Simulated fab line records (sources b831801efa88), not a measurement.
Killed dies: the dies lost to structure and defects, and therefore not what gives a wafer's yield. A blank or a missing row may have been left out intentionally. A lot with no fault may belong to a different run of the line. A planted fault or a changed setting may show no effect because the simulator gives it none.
fab line records	flow sky130
[record] lots = 13	wafers = 39	lastDay = 50
route steps=708 shown FIELD_ISO@22 VIA4@650 PAD_OPEN@701
lots that met no fault: taken from a fault-free run of the same line
startH: the number of hours between the record's first day and the start of the first shown wafer of the lot	waitH: time in hours since the lot's previous step	" same as the row above	L1.1+2: a single row standing in for several wafers	- no value, or no start was given	* or withheld: withheld	< > ~ a bound
route shown NAME@n: a module of which the file shows steps, and the number in the route of the first	usual: the fault-free wafers' mean and standard deviation	same: alike in all rows	chamber/n: place in a boat	sites: each site's reading	_std_site: how widely they spread, as a standard deviation	_edge_site: mean of outer sites minus mean of inner sites	radiusMm: how far each site lies from the wafer's centre	mask NAME#n: copy n	behind: tool/chamber where the wafer was last shaped	hold: cause of the lot's hold/its duration in hours/its outcome	device: the n, p or np transistor that did not switch	end of line: the route-end tests of the same wafers	where a step has no rows: the recipe by itself	killed: at the first sort, the dies lost to defects and structure; wafer yield is something else	map: a wafer's dies, x killed, . not, _ none there
set.NAME: the run value of the setting; set.NAME@STEP: its run value at that earlier step	model.NAME: the simulator's own value behind a step, which no gauge read
route steps across a sampled set of lots; one table per step, one row per wafer
services: a tool's chamber out of use, with start hour (startH, from the record's first day; less than 0 if before it), hours out, and reason
[[steps]]
[step SKY_FIELD_ISO_WET_ETCH_21]
[recipe] chemistry = dHF	dilution = 100:1	targetDepthNm = 20	dry = ipaMarangoni	target = SiO2	tempC = 25	timeS = 400
lot.wafer	tool	chamber	startH	waitH
L268.1+3+4	wetBench-02	2	36.09	0.0
L269.2+3+4	wetBench-03	1	39.44	0.0
L270.2+3+5	wetBench-02	0	47.97	0.0
L272.2+3+5	wetBench-02	3	59.01	0.0
L273.1+4+6	wetBench-02	1	63.71	0.0
L274.2+3+6	wetBench-03	2	65.25	0.0
L275.2+4+5	wetBench-03	1	71.89	0.0
L277.3+4+5	wetBench-02	2	83.19	0.0
L278.1+4+5	wetBench-03	1	87.00	0.0
L279.4+5+6	wetBench-03	1	91.47	0.0
L280.1+2+4	wetBench-02	1	95.79	0.0
L281.1+5+6	wetBench-02	0	101.03	0.0
L288.1+5+6	wetBench-03	1	138.77	0.0
[step SKY_VIA4_OVL_MEAS_11]
[usual] VIA4_OVL = 0.4/1.1
lot.wafer	tool	chamber	startH	waitH	VIA4_OVL[nm]
L268.1	overlay-01	-	1016.38	0.1	-1.2
L268.3	"	-	"	"	0.1
L268.4	"	-	"	"	-2.0
L269.2	overlay-01	-	1016.56	0.1	0.4
L269.3	"	-	"	"	1.6
L269.4	"	-	"	"	1.1
L270.2	overlay-01	-	1037.29	0.1	0.2
L270.3	"	-	"	"	1.1
L270.5	"	-	"	"	1.4
L273.1	overlay-01	-	1044.73	0.1	-0.7
L273.4	"	-	"	"	1.6
L273.6	"	-	"	"	0.7
L272.2	overlay-01	-	1046.14	0.1	0.3
L272.3	"	-	"	"	-0.3
L272.5	"	-	"	"	-1.0
L274.2	overlay-02	-	1052.64	0.1	2.5
L274.3	"	-	"	"	-0.1
L274.6	"	-	"	"	2.2
L275.2	overlay-02	-	1055.88	0.1	-0.9
L275.4	"	-	"	"	1.3
L275.5	"	-	"	"	-1.3
L277.3	overlay-02	-	1067.44	0.1	0.2
L277.4	"	-	"	"	-0.1
L277.5	"	-	"	"	0.9
L278.1	overlay-01	-	1073.63	0.1	-0.8
L278.4	"	-	"	"	-1.3
L278.5	"	-	"	"	-0.4
L280.1	overlay-01	-	1080.80	0.1	2.3
L280.2	"	-	"	"	1.3
L280.4	"	-	"	"	0.6
L279.4	overlay-01	-	1083.32	0.1	1.0
L279.5	"	-	"	"	0.2
L279.6	"	-	"	"	-1.2
L281.1	overlay-01	-	1083.60	0.1	2.1
L281.5	"	-	"	"	2.1
L281.6	"	-	"	"	-0.2
L288.1	overlay-01	-	1135.53	0.1	1.5
L288.5	"	-	"	"	1.7
L288.6	"	-	"	"	2.0
[step SKY_PAD_OPEN_ETCH_07]
[recipe] chemistry = CF4/O2	targetDepthNm = 725	stopOn = AlCu	sourceW = 800	biasW = 150	pressureMtorr = 150	cf4FlowSccm = 80	O2_flow_sccm = 10	timeS = 161.1
[usual] drypumpMotorCurrentA = 5.8/0.53	oesProductAu = 0.977/0.0078	throttleValvePct = 5.964/0.0095
lot.wafer	tool	chamber	startH	waitH	drypumpMotorCurrentA	oesProductAu	rfHoursCounterH	throttleValvePct
L268.1	rieDiel-03	2	1082.88	-	5.3	0.968	13	5.960
L268.3	"	0	"	"	5.7	0.972	6	5.945
L268.4	"	3	"	"	6.2	0.994	17	5.967
L269.2	rieDiel-03	0	1085.98	-	5.7	0.983	6	5.974
L269.3	"	1	"	"	4.9	0.979	20	5.948
L269.4	"	3	"	"	6.2	0.985	17	5.977
L270.2	rieDiel-02	0	1103.88	-	5.7	0.967	18	5.955
L270.3	"	3	"	"	6.4	0.970	15	5.958
L270.5	"	3	"	"	6.4	0.982	-	5.970
L273.1	rieDiel-03	0	1109.15	-	5.7	0.977	7	5.971
L273.4	"	1	"	"	4.9	0.992	21	5.951
L273.6	"	1	"	"	4.9	0.976	-	5.961
L272.2	rieDiel-03	3	1110.30	-	6.1	0.972	18	5.960
L272.3	"	2	"	"	5.3	0.968	14	5.962
L272.5	"	2	"	"	5.3	0.982	-	5.969
L274.2	rieDiel-02	1	1116.25	-	6.1	0.978	10	5.960
L274.3	"	2	"	"	6.2	0.986	26	5.970
L274.6	"	3	"	"	6.4	0.993	-	5.968
L275.2	rieDiel-01	0	1118.63	-	5.9	0.967	28	5.967
L275.4	"	1	"	"	5.0	0.970	28	5.960
L275.5	"	2	"	"	6.5	0.983	-	5.973
L277.3	rieDiel-01	2	1128.83	-	6.5	0.966	27	5.973
L277.4	"	0	"	"	5.9	0.985	29	5.978
L277.5	"	1	"	"	5.0	0.976	-	5.951
L278.1	rieDiel-03	3	1136.28	-	6.3	0.980	19	5.957
L278.4	"	0	"	"	5.7	0.977	8	5.962
L278.5	"	2	"	"	5.3	0.986	-	5.958
L280.1	rieDiel-03	2	1142.05	-	5.3	0.976	15	5.983
L280.2	"	1	"	"	5.0	0.972	22	5.958
L280.4	"	0	"	"	5.7	0.989	8	5.979
L279.4	rieDiel-02	2	1144.78	-	6.2	0.985	-	5.961
L279.5	"	3	"	"	6.4	0.978	-	5.961
L279.6	"	1	"	"	6.1	0.981	-	5.962
L281.1	rieDiel-02	1	1145.80	-	6.1	0.959	12	5.961
L281.5	"	1	"	"	6.1	0.973	-	5.964
L281.6	"	2	"	"	6.2	0.988	-	5.974
L288.1	rieDiel-01	1	1188.20	-	5.0	0.968	31	5.979
L288.5	"	1	"	"	5.0	0.972	-	5.942
L288.6	"	2	"	"	6.5	0.975	-	5.965
[step SKY_PAD_OPEN_BOW_MEAS_13]
[recipe] mode = bow
[usual] PAD_OPEN_BOW = 49/9.8
lot.wafer	tool	chamber	startH	waitH	PAD_OPEN_BOW[um]
L268.1	filmMetro-03	-	1085.11	-	66
L268.3	"	-	"	"	63
L268.4	"	-	"	"	67
L269.2	filmMetro-03	-	1088.24	-	61
L269.3	"	-	"	"	61
L269.4	"	-	"	"	58
L270.2	filmMetro-03	-	1106.99	-	47
L270.3	"	-	"	"	48
L270.5	"	-	"	"	49
L273.1	filmMetro-03	-	1111.43	-	45
L273.4	"	-	"	"	41
L273.6	"	-	"	"	28
L272.2	filmMetro-01	-	1112.70	-	43
L272.3	"	-	"	"	55
L272.5	"	-	"	"	36
L274.2	filmMetro-03	-	1118.53	-	50
L274.3	"	-	"	"	47
L274.6	"	-	"	"	56
L275.2	filmMetro-04	-	1121.24	-	42
L275.4	"	-	"	"	53
L275.5	"	-	"	"	55
L277.3	filmMetro-04	-	1131.06	-	43
L277.4	"	-	"	"	58
L277.5	"	-	"	"	45
L278.1	filmMetro-01	-	1138.47	-	50
L278.4	"	-	"	"	53
L278.5	"	-	"	"	39
L280.1	filmMetro-01	-	1144.28	-	61
L280.2	"	-	"	"	56
L280.4	"	-	"	"	60
L279.4	filmMetro-01	-	1147.07	-	34
L279.5	"	-	"	"	39
L279.6	"	-	"	"	32
L281.1	filmMetro-01	-	1148.09	-	52
L281.5	"	-	"	"	53
L281.6	"	-	"	"	45
L288.1	filmMetro-01	-	1190.40	-	52
L288.5	"	-	"	"	68
L288.6	"	-	"	"	56
[step SKY_PAD_OPEN_PROBE_99]
[usual] killed_at_M0_to_M3 = 43/6.5	killed_at_M4_up = 3.3/2	killedAtContacts = 24/5.2	killedAtFrontEnd = 16/4.2	killedAtOther = 0.3/0.6	killedDies = 87/9.3	killedOnRim = 18/4.2	killedOpen = 47/7.8	killedShort = 39/6.2
[same] grossDies = 492	killedAtBackSide = 0
lot.wafer	tool	chamber	startH	waitH	killed_at_M0_to_M3	killed_at_M4_up	killedAtContacts	killedAtFrontEnd	killedAtOther	killedDies	killedOnRim	killedOpen	killedShort
L270.2	prober-01	-	1107.14	0.1	47	3	23	16	0	89	18	49	40
L270.3	prober-01	-	1107.19	0.2	46	4	22	15	0	87	19	50	37
L270.5	prober-01	-	1107.29	0.2	37	6	18	16	0	77	11	41	36
L277.3	prober-01	-	1131.24	0.2	38	4	20	15	0	77	13	32	45
L277.4	prober-01	-	1131.29	0.2	43	3	26	19	0	91	25	52	38
L277.5	prober-01	-	1131.34	0.2	43	3	29	17	1	93	22	63	30
L279.4	prober-02	-	1147.28	0.2	36	6	23	16	0	81	16	44	37
L279.5	prober-02	-	1147.33	0.2	35	2	23	22	2	84	12	38	44
L279.6	prober-02	-	1147.38	0.2	25	4	20	17	0	66	11	33	32
L281.1	prober-01	-	1148.21	0.1	49	2	17	13	0	81	14	53	28
L281.5	prober-01	-	1148.41	0.2	49	3	19	14	0	85	24	47	38
L281.6	prober-01	-	1148.46	0.2	48	2	22	22	0	94	14	55	39
L288.1	prober-02	-	1190.52	0.1	39	2	15	31	0	87	17	37	31
L288.5	prober-02	-	1190.72	0.2	31	1	22	37	0	91	25	32	37
L288.6	prober-02	-	1190.77	0.2	42	4	16	36	2	100	27	45	37
// killed by level:class
L270.2 VIA1:geometricParticle:open=17 VIA2:geometricParticle:open=7 LI_CONTACT:geometricParticle:open=7 CONTACT:geometricParticle:short=7 CONTACT:geometricParticle:open=5 POLY_GATE:geometricParticle:short=4 POLY_GATE:geometricParticle:open=4 METAL1:geometricParticle:short=4
L270.3 VIA1:geometricParticle:open=12 VIA1:geometricParticle:short=10 LI_CONTACT:geometricParticle:open=8 CONTACT:geometricParticle:open=8 VIA2:geometricParticle:open=7 FIELD_ISO:geometricParticle:open=6 VIA3:geometricParticle:open=5 METAL2:geometricParticle:short=4
L270.5 VIA1:geometricParticle:open=9 VIA2:geometricParticle:open=7 CONTACT:geometricParticle:open=6 VIA3:geometricParticle:open=6 METAL4:geometricParticle:short=6 CONTACT:geometricParticle:short=5 POLY_GATE:geometricParticle:short=4 POLY_GATE:geometricParticle:open=4
L277.3 METAL2:geometricParticle:short=7 VIA1:geometricParticle:open=6 VIA1:geometricParticle:short=6 FIELD_ISO:geometricParticle:short=5 CONTACT:geometricParticle:open=5 VIA2:geometricParticle:open=5 VIA3:geometricParticle:open=5 LI_CONTACT:geometricParticle:short=4
L277.4 VIA1:geometricParticle:open=11 CONTACT:geometricParticle:open=10 LOCAL_INTERCONNECT:geometricParticle:short=7 METAL2:geometricParticle:short=7 METAL1:geometricParticle:short=6 VIA3:geometricParticle:open=6 FIELD_ISO:geometricParticle:open=5 VIA1:geometricParticle:short=5
L277.5 CONTACT:geometricParticle:open=13 VIA1:geometricParticle:open=12 VIA2:geometricParticle:open=10 LI_CONTACT:geometricParticle:open=8 VIA3:geometricParticle:open=6 FIELD_ISO:geometricParticle:open=5 CONTACT:geometricParticle:short=5 POLY_GATE:geometricParticle:short=4
L279.4 LI_CONTACT:geometricParticle:open=9 CONTACT:geometricParticle:open=7 VIA2:geometricParticle:short=6 VIA1:geometricParticle:short=6 VIA1:geometricParticle:open=5 VIA2:geometricParticle:open=5 POLY_GATE:geometricParticle:open=4 VIA3:geometricParticle:open=4
L279.5 CONTACT:geometricParticle:open=10 FIELD_ISO:geometricParticle:short=6 FIELD_ISO:geometricParticle:open=6 CONTACT:geometricParticle:short=5 VIA1:geometricParticle:open=5 VIA3:geometricParticle:short=5 POLY_GATE:geometricParticle:short=4 METAL2:geometricParticle:short=4
L279.6 CONTACT:geometricParticle:open=7 LI_CONTACT:geometricParticle:open=5 METAL2:geometricParticle:short=5 VIA3:geometricParticle:open=5 POLY_GATE:geometricParticle:open=4 POLY_GATE:geometricParticle:short=4 CONTACT:geometricParticle:short=4 METAL1:geometricParticle:short=3
L281.1 VIA1:geometricParticle:open=15 VIA3:geometricParticle:open=9 VIA2:geometricParticle:open=8 CONTACT:geometricParticle:open=7 FIELD_ISO:geometricParticle:open=6 VIA1:geometricParticle:short=5 METAL1:geometricParticle:short=4 POLY_GATE:geometricParticle:short=3
L281.5 VIA1:geometricParticle:open=11 CONTACT:geometricParticle:open=9 VIA3:geometricParticle:open=8 VIA2:geometricParticle:open=7 VIA1:geometricParticle:short=5 METAL2:geometricParticle:short=5 FIELD_ISO:geometricParticle:short=4 VIA2:geometricParticle:short=4
L281.6 VIA1:geometricParticle:open=17 LI_CONTACT:geometricParticle:open=8 POLY_GATE:geometricParticle:open=7 CONTACT:geometricParticle:open=6 CONTACT:geometricParticle:short=5 VIA2:geometricParticle:short=5 METAL3:geometricParticle:short=5 FIELD_ISO:geometricParticle:short=4
L288.1 FIELD_ISO:unspecified=19 VIA1:geometricParticle:open=9 CONTACT:geometricParticle:open=8 VIA2:geometricParticle:open=6 METAL1:geometricParticle:short=5 VIA1:geometricParticle:short=5 FIELD_ISO:geometricParticle:short=4 POLY_GATE:geometricParticle:open=3
L288.5 FIELD_ISO:unspecified=20 LI_CONTACT:geometricParticle:open=9 METAL1:geometricParticle:short=8 POLY_GATE:geometricParticle:short=6 CONTACT:geometricParticle:open=5 VIA2:geometricParticle:open=5 METAL3:geometricParticle:short=4 LOCAL_INTERCONNECT:geometricParticle:short=3
L288.6 FIELD_ISO:unspecified=17 VIA1:geometricParticle:open=10 METAL1:geometricParticle:short=8 VIA2:geometricParticle:open=7 VIA3:geometricParticle:open=6 POLY_GATE:geometricParticle:open=5 POLY_GATE:geometricParticle:short=4 LI_CONTACT:geometricParticle:open=4
[[services]]
tool	chamber	startH	hours	kind
rieDiel-03	0	14.93	9.6	repair
rieDiel-02	-	28.16	14.6	pm
rieDiel-03	3	73.71	3.1	repair
rieDiel-02	2	83.06	17.3	repair
rieDiel-03	0	101.60	3.5	repair
rieDiel-02	0	189.73	11.7	repair
rieDiel-03	1	191.24	3.4	repair
rieDiel-03	3	199.23	10.7	repair
rieDiel-03	1	200.15	3.8	repair
rieDiel-03	3	241.43	6.1	repair
rieDiel-02	0	323.43	20.1	repair
rieDiel-03	2	398.18	4.6	repair
rieDiel-03	-	403.33	28.1	pm
rieDiel-03	-	431.43	4.3	pm
rieDiel-03	-	439.76	2.8	pm
rieDiel-03	2	707.48	7.9	repair
wetBench-03	-	860.18	40.4	pm
rieDiel-03	0	931.61	8.1	repair
wetBench-02	-	934.99	54.2	pm
rieDiel-03	3	954.56	5.5	repair
rieDiel-03	1	971.70	4.8	repair
wetBench-02	-	997.64	3.5	repair
wetBench-02	-	1042.03	3.6	repair
rieDiel-03	1	1126.05	4.9	repair
[[key]]
[firstSign] step = SKY_PAD_OPEN_PROBE_99	reading = killedAtFrontEnd	direction = up	sigmas = 4.4	usual = 16	struck = 35
effect none on later readings
metAt SKY_FIELD_ISO_WET_ETCH_21
struckLots L288
struckWafers L288.1,L288.5,L288.6
testerLeftOut L288
notActingAt SKY_VIA4_OVL_MEAS_11,SKY_PAD_OPEN_ETCH_07,SKY_PAD_OPEN_BOW_MEAS_13
onsetBetween 91.47 138.77
alsoFits time
[fault] kind = chamberParticleSource	tool = wetBench-03	chamber = 1	onsetH = 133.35	steps = SKY_FIELD_ISO_WET_ETCH_21	ratePerVisitCm2 = 1.0111	endH = 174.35
// testerLeftOut: of these lots the tester's yield and bins aren't shown, on N5 and GAA mostly nor the transistor test; their killed dies are dies lost to structure and defects alone, not to doping, threshold or leakage, so they don't give the yield
